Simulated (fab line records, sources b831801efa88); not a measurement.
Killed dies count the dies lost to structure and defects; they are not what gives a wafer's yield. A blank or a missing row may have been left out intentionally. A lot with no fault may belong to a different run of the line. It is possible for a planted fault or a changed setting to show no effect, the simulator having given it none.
Which tool did it?    flow sky130    14 lots with 42 wafers sampled at 5 steps, on a route of 708 steps

## WHAT EACH GAUGE READ, for each wafer
SKY_LDD_HVP_OVL_MEAS_07.
lot   measured      on          LDD_HVP_OVL (nm)
L843  day 21 19:13  overlay-02  0.9 2.3 0.2
L844  day 22 08:05  overlay-02  3.8 2.5 1.9
L845  day 22 09:10  overlay-01  -0.4 1.5 0.2
L848  day 23 21:02  overlay-02  0.5 1.6 1.9
L849  day 23 21:14  overlay-01  1.6 1.5 1.2
L850  day 24 13:59  overlay-02  -0.1 -2.3 -3.5
L851  day 25 06:53  overlay-01  0.6 -0.8 0.4
L852  day 25 09:24  overlay-02  0.8 0.8 1.6
L853  day 25 12:50  overlay-02  45.8 45.4 44.2 45.4 45.0 44.0
L857  day 26 23:41  overlay-01  43.1 40.6 41.2 43.0 41.0 41.4
L858  day 27 04:22  overlay-02  42.5 42.6 42.1 42.6 43.0 42.1
L864  day 29 02:11  overlay-02  -0.5 -0.3 -0.4
L865  day 29 15:20  overlay-01  3.0 2.5 3.4
L866  day 29 18:25  overlay-02  1.9 2.0 0.4

SKY_POLY_CUT_OVL_MEAS_09.
lot   measured      on          POLY_CUT_OVL (nm)
L843  day 24 11:20  overlay-02  7 4 3
L844  day 24 21:36  overlay-02  -2 -5 1
L845  day 25 00:19  overlay-02  -1 -7 -6
L848  day 26 10:29  overlay-02  5 1 -5
L849  day 26 11:58  overlay-01  9 9 7
L850  day 27 07:10  overlay-02  -2 -2 -6
L851  day 27 22:11  overlay-01  8 4 11
L852  day 27 22:58  overlay-02  -5 -8 -2
L853  day 28 03:08  overlay-01  -5 -8 -3
L857  day 29 12:28  overlay-02  -8 -11 -13
L858  day 29 16:49  overlay-01  2 2 4
L864  day 31 12:20  overlay-01  -1 -1 3
L865  day 32 02:10  overlay-02  2 5 0
L866  day 32 04:43  overlay-02  4 0 -1

SKY_SD_P_OVL_MEAS_08.
lot   measured      on          SD_P_OVL (nm)
L843  day 25 17:39  overlay-01  0.8 -0.2 0.4
L844  day 26 02:54  overlay-01  2.2 1.7 1.4
L845  day 26 05:38  overlay-02  0.5 -0.8 0.3
L848  day 27 16:17  overlay-01  -0.7 -2.1 -1.0
L849  day 27 17:28  overlay-02  -2.1 -0.5 0.1
L850  day 28 12:12  overlay-02  -0.2 -1.5 -1.4
L851  day 29 03:24  overlay-01  0.2 0.8 0.8
L852  day 29 03:56  overlay-01  -0.7 -0.2 -0.4
L853  day 29 07:38  overlay-02  0.4 -0.2 0.4
L857  day 30 16:56  overlay-02  2.4 2.2 1.5
L858  day 30 21:38  overlay-02  1.2 1.6 1.6
L864  day 32 16:37  overlay-01  -1.5 -1.3 -0.8
L865  day 33 05:12  overlay-01  1.0 -0.7 1.4
L866  day 33 07:05  overlay-01  2.5 3.3 1.4

SKY_RES_XHIGH_TW_MEAS_09.
lot   measured      on             RES_XHIGH_TW
L843  day 27 00:07  film-metro-01  1658 1657 1656
L844  day 27 08:37  film-metro-01  1658 1652 1657
L845  day 27 11:55  film-metro-01  1659 1661 1662
L848  day 28 21:40  film-metro-01  1660 1658 1656
L849  day 28 23:01  film-metro-03  1614 1601 1603
L850  day 29 17:26  film-metro-02  1651 1652 1658
L851  day 30 08:16  film-metro-02  1653 1654 1656
L852  day 30 08:35  film-metro-01  1649 1657 1654
L853  day 30 12:24  film-metro-03  1603 1614 1603
L857  day 31 20:32  film-metro-02  1647 1654 1652
L858  day 32 01:55  film-metro-02  1652 1644 1662
L864  day 33 19:22  film-metro-02  1642 1647 1636
L865  day 34 07:56  film-metro-03  1620 1616 1618
L866  day 34 10:44  film-metro-03  1629 1621 1613

## WHAT TOOL EACH LOT RAN ON (gives the tool, then ch and the chambers of the sampled wafers, and finally the start)
lot   SKY_LDD_HVP_EXPOSE_04
L843  iline-stepper-02 ch 0, day 21 03:52
L844  iline-stepper-02 ch 0, day 21 17:02
L845  iline-stepper-02 ch 0, day 21 17:37
L848  iline-stepper-02 ch 0, day 23 06:09
L849  iline-stepper-02 ch 0, day 23 06:13
L850  iline-stepper-01 ch 0, day 23 23:13
L851  iline-stepper-01 ch 0, day 24 16:38
L852  iline-stepper-02 ch 0, day 24 18:25
L853  iline-stepper-01 ch 0, day 24 21:52
L857  iline-stepper-01 ch 0, day 26 08:22
L858  iline-stepper-01 ch 0, day 26 14:08
L864  iline-stepper-02 ch 0, day 28 11:54
L865  iline-stepper-02 ch 0, day 29 01:40
L866  iline-stepper-02 ch 0, day 29 04:40
- SKY_LDD_HVP_EXPOSE_04: exposes mask HVPTM, target cd 700 nm.

## WHAT THE TOOLS THEMSELVES READ (means of the sampled wafers that have a number; where no wafer has one, the mark that the record gives instead)
The record holds no such reading with a usual standard deviation.

## THE ANSWER, worked out from the rows above alone
Rule: usual is defined by the lots themselves. Put in order of their means at a reading, lots are off if they are a third of the lots or fewer, leave a main group of 4 or more, and stand apart from it by a gap of 3 or more times the standard deviation of the main group's means; of several such gaps the widest counts. The tables above print the reading to a certain number of digits; a main group whose means all agree to those digits is not used. Also off: a lot with no number at a reading for which 4 or more lots have one. Where the step has rows for the other lots, those lots are counted as sound. The gauges are gone through in route order, then the tools' own readings, and for those a lot's mean is taken as printed above. The first step at which some lot is off is used, and at that step the reading that is off furthest; a lot without a number counts as furthest.
Off: at SKY_LDD_HVP_OVL_MEAS_07 (LDD_HVP_OVL), L853, L857, L858. Mean 0.9 nm and standard deviation 1.3 in the main group.
A tool fits if, at a process step before that reading, it ran every lot that is off, and no sound lot after the first of them. The gauges at SKY_LDD_HVP_OVL_MEAS_07 are tried like those tools. One fits: SKY_LDD_HVP_EXPOSE_04 on iline-stepper-01. Its last sound lot is L851 (day 24 16:38), its first lot that is off L853 (day 24 21:52): a fault that began between those two fits.

## WHAT HAD BEEN PUT IN BY THE SIMULATOR
Scanner matching overlay: iline-stepper-01, from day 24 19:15 on, at SKY_LDD_HVP_EXPOSE_04. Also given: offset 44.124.
Shown lots that were struck: L853, L857, L858. The rule above found the same.
